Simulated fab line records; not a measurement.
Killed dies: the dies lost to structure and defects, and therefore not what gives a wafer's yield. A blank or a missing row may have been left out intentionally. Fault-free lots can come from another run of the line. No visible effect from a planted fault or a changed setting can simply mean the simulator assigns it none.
What tool caused it? | flow gf180mcu | 15 lots, 45 wafers sampled, at 3 steps of a route of 602

== WHAT EACH GAUGE READ, for each wafer ==
GF_M3_RS_MEAS_05: measures by four-point-probe. Usual: M3_ALCU_RS 0.0691 ohm/sq, standard deviation 0.00068.
lot  | measured     | on            | M3_ALCU_RS (ohm/sq)  | flag
L148 | day 21 04:02 | film-metro-04 | 0.0694 0.0693 0.0682 |
L152 | day 22 07:11 | film-metro-03 | 0.0683 0.0690 0.0685 |
L151 | day 22 08:47 | film-metro-03 | 0.0681 0.0681 0.0699 |
L154 | day 23 03:09 | film-metro-03 | 0.0689 0.0705 0.0681 |
L155 | day 23 07:06 | film-metro-03 | 0.0688 0.0691 0.0690 |
L156 | day 24 02:40 | film-metro-03 | 0.0692 0.0687 0.0688 |
L157 | day 24 03:20 | film-metro-04 | 0.0685 0.0691 0.0696 |
L159 | day 24 16:17 | film-metro-03 | 0.0691 0.0699 0.0692 |
L160 | day 25 04:10 | film-metro-03 | 0.0685 0.0695 0.0687 |
L161 | day 25 13:54 | film-metro-03 | 0.0685 0.0694 0.0704 |
L162 | day 25 17:34 | film-metro-01 | 0.0685 0.0698 0.0695 |
L163 | day 25 18:52 | film-metro-03 | 0.0693 0.0699 0.0699 |
L168 | day 27 13:45 | film-metro-01 | 0.0687 0.0697 0.0686 |
L169 | day 27 20:49 | film-metro-04 | 0.0679 0.0681 0.0677 |
L170 | day 28 02:25 | film-metro-03 | 0.0701 0.0687 0.0691 |

== WHAT TOOL EACH LOT RAN ON (gives the tool, then ch and the chambers of the sampled wafers, and finally the start) ==
lot  | GF_V2_SPUTTER_22             | GF_M3_SPUTTER_00
L148 | pvd-sputter-03, day 21 03:11 | pvd-sputter-02, day 21 03:49
L152 | pvd-sputter-04, day 22 06:17 | pvd-sputter-01, day 22 06:55
L151 | pvd-sputter-03, day 22 07:53 | pvd-sputter-04, day 22 08:31
L154 | pvd-sputter-03, day 23 02:18 | pvd-sputter-04, day 23 02:56
L155 | pvd-sputter-04, day 23 06:13 | pvd-sputter-02, day 23 06:50
L156 | pvd-sputter-03, day 24 01:47 | pvd-sputter-02, day 24 02:25
L157 | pvd-sputter-01, day 24 02:26 | pvd-sputter-04, day 24 03:04
L159 | pvd-sputter-04, day 24 15:14 | pvd-sputter-01, day 24 16:01
L160 | pvd-sputter-01, day 25 03:14 | pvd-sputter-04, day 25 03:55
L161 | pvd-sputter-01, day 25 13:03 | pvd-sputter-04, day 25 13:41
L162 | pvd-sputter-01, day 25 16:42 | pvd-sputter-04, day 25 17:20
L163 | pvd-sputter-01, day 25 18:01 | pvd-sputter-02, day 25 18:38
L168 | pvd-sputter-04, day 27 12:54 | pvd-sputter-01, day 27 13:32
L169 | pvd-sputter-04, day 27 19:57 | pvd-sputter-01, day 27 20:35
L170 | pvd-sputter-01, day 28 01:32 | pvd-sputter-04, day 28 02:10
- GF_V2_SPUTTER_22: material TiN, target thk 10 nm, time 40 s.
- GF_M3_SPUTTER_00: material Ti, target thk 37.5 nm, time 154.7 s.

== WHAT THE TOOLS THEMSELVES READ (means of the sampled wafers that have a number; where no wafer has one, the mark that the record gives instead) ==
GF_V2_SPUTTER_22. Usual: 29.7 % for throttle-valve-pct, sd 0.95.
lot  | tool           | throttle-valve-pct (%) | flag
L148 | pvd-sputter-03 | 30.3                   |
L152 | pvd-sputter-04 | 30.0                   |
L151 | pvd-sputter-03 | 29.8                   |
L154 | pvd-sputter-03 | 31.5                   |
L155 | pvd-sputter-04 | 30.1                   |
L156 | pvd-sputter-03 | 29.7                   |
L157 | pvd-sputter-01 | 29.0                   |
L159 | pvd-sputter-04 | 30.1                   |
L160 | pvd-sputter-01 | 29.1                   |
L161 | pvd-sputter-01 | 29.0                   |
L162 | pvd-sputter-01 | 29.0                   |
L163 | pvd-sputter-01 | 29.4                   |
L168 | pvd-sputter-04 | 30.1                   |
L169 | pvd-sputter-04 | 30.1                   |
L170 | pvd-sputter-01 | 29.7                   |

GF_M3_SPUTTER_00. Usual: 29.5 % for throttle-valve-pct, sd 0.75.
lot  | tool           | throttle-valve-pct (%) | flag
L148 | pvd-sputter-02 | 29.3                   |
L152 | pvd-sputter-01 | 28.7                   |
L151 | pvd-sputter-04 | 30.4                   |
L154 | pvd-sputter-04 | 30.0                   |
L155 | pvd-sputter-02 | 29.1                   |
L156 | pvd-sputter-02 | 29.7                   |
L157 | pvd-sputter-04 | 30.5                   |
L159 | pvd-sputter-01 | 29.8                   |
L160 | pvd-sputter-04 | 29.9                   |
L161 | pvd-sputter-04 | 29.8                   |
L162 | pvd-sputter-04 | 29.6                   |
L163 | pvd-sputter-02 | 29.5                   |
L168 | pvd-sputter-01 | 29.2                   |
L169 | pvd-sputter-01 | 29.3                   |
L170 | pvd-sputter-04 | 30.3                   |

== THE ANSWER, worked out from the rows above alone ==
Rule: a lot is off if the mean of its wafers that have a number lies more than 3 standard deviations from the usual mean. A lot without any number at a reading at which 4 lots or more have one is off too. Any other lot the step has rows for is counted as sound. Order of review: gauges by route order, followed by the tools' own readings, for which a lot's mean as printed above is used. At the first step where some lot is off, the reading lying furthest off is the one used; lots without a number count as furthest.
None of the lots is off at any reading shown; this tells nothing.

== WHAT HAD BEEN PUT IN BY THE SIMULATOR ==
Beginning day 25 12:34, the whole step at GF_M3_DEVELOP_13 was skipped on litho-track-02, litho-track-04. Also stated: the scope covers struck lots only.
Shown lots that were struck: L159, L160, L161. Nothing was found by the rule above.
